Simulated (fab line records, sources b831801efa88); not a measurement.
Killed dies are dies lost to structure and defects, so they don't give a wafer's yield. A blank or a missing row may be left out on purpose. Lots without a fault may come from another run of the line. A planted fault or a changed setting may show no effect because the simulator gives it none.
A struck lot beside a sound one | flow sky130 | 17 steps out of a route of 708
Sound: wafers L626.1, L626.4, L626.5. Struck: wafers L630.1, L630.4, L630.6. The cause comes at the end.
At each step with rows: each side's tool, then ch and its chambers, then its first start. Under that, the readings that differ: sound wafers | struck wafers | difference of the means | sigmas: that difference in standard deviations of wafers without a fault.
alike: readings whose means differ by less than 2 such deviations, and words and numbers that are the same on both sides. not compared: withheld readings, readings that some wafer has no value for, bounds like >300 that may hide the same value, and numbers for which the record gives no deviation and whose values overlap.
The two part at a step that has a row with sigmas, a row that says differs or no value, or rows on one side only. Numbers that don't overlap but have no deviation are shown without sigmas and don't part them. A reading that every wafer of one side lacks parts them only if that side has two wafers or more.

first, 1 step without rows for these wafers: SKY_LDD_N_IMPLANT_15.
SKY_LDD_N_STRIP_16: strips in O2/N2.
  sound on plasma_asher-03 ch 0,1, day 18 06:00; struck on plasma_asher-02 ch 0,1, day 20 04:00
  alike: drypump_motor_current_A, o2_flow_sccm, oes_product_au, strip_time_to_endpoint_s
  not compared: rf_hours_counter_h
SKY_LDD_N_TW_MEAS_17:
  sound on film_metro-02, day 18 06:06; struck on film_metro-02, day 20 04:06
  alike: LDD_N_TW
then, 7 steps without rows for these wafers: SKY_LDD_P_DEHYDRATE_00 (time 60 s); SKY_LDD_P_HMDS_01 (prime time 60 s); SKY_LDD_P_COAT_02 (resist thk 1140 nm); SKY_LDD_P_SOFTBAKE_03 (time 60 s); SKY_LDD_P_EXPOSE_04 (exposes mask PSDM, target cd 380 nm); SKY_LDD_P_PEB_05; SKY_LDD_P_DEVELOP_06 (develop time 60 s).
SKY_LDD_P_CD_MEAS_07: target cd 380 nm.
  sound on cd_sem-02, day 19 12:34; struck on cd_sem-01, day 21 10:13
  reading    | sound             | struck            | difference | sigmas
  cd_nm (nm) | 384.9 385.0 383.1 | 375.6 374.6 378.3 | -8.2       | -3
SKY_LDD_P_OVL_MEAS_08:
  sound on overlay-01, day 19 12:41; struck on overlay-01, day 21 10:20
  alike: LDD_P_OVL
SKY_LDD_P_IMPLANT_09:
  sound on implanter-01 ch 0, day 19 12:43; struck on implanter-01 ch 0, day 21 10:41
SKY_LDD_P_STRIP_10: strips in O2/N2.
  sound on plasma_asher-04 ch 0,1, day 19 12:52; struck on plasma_asher-04 ch 0, day 21 10:50
  alike: drypump_motor_current_A, o2_flow_sccm, oes_product_au, strip_time_to_endpoint_s
  not compared: rf_hours_counter_h
SKY_LDD_P_TW_MEAS_11:
  sound on film_metro-01, day 19 12:58; struck on film_metro-02, day 21 11:10
  reading  | sound       | struck      | difference | sigmas
  LDD_P_TW | 649 648 647 | 790 789 786 | +140       | +21
then, 1 step without rows for these wafers: SKY_LDD_HVN_DEHYDRATE_00 (time 60 s).
-- the record jumps here: 26 days lie between the struck wafers' starts before and after (it left off in module LDD_HVN and takes up again in module PAD_OPEN, whose first step shown is number 708 of the route) --
SKY_PAD_OPEN_PROBE_99:
  sound on prober-01, day 46 03:47; struck on prober-02, day 47 12:13
  reading                                 | sound             | struck            | difference | sigmas
  model.etest.tip_p.rs_ohm_sq             | 6907 6864 6944    | 3903 3944 3935    | -2978      |
  model.etest.pfet_01v8.r_on_ohm_um       | 3010 3019 2934    | 2743 2714 2734    | -257       |
  model.etest.pfet_01v8.drive_ua_um       | 185.3 183 191.1   | 210.4 211.7 208.2 | +23.6      |
  model.etest.pfet_01v8_hvt.drive_ua_um   | 138.7 139 141.8   | 159.8 161 157.9   | +19.7      |
  model.etest.sram_pfet_latch.drive_ua_um | 134.9 139.5 144.4 | 154 156.9 155.1   | +16        |
  model.etest.pfet_01v8_mvt.drive_ua_um   | 147.6 148.1 148.8 | 158.7 159.9 156   | +10.0      |
  model.etest.pfet_01v8_lvt.drive_ua_um   | 171.4 170.6 172.8 | 180.9 183.8 179.5 | +9.8       |
  alike: killed_at_M0_to_M3, killed_at_M4_up, killed_at_contacts, killed_at_front_end, killed_at_other, killed_dies, killed_open, killed_short
  not compared: model.etest.tip_p.rs_ohm_sq_range

WHERE THEY PART
First at SKY_LDD_P_CD_MEAS_07; last, within this record, at SKY_LDD_P_TW_MEAS_11. Later steps at which nothing parts them and some readings are alike: SKY_PAD_OPEN_PROBE_99.

WHY: what the simulator had put in
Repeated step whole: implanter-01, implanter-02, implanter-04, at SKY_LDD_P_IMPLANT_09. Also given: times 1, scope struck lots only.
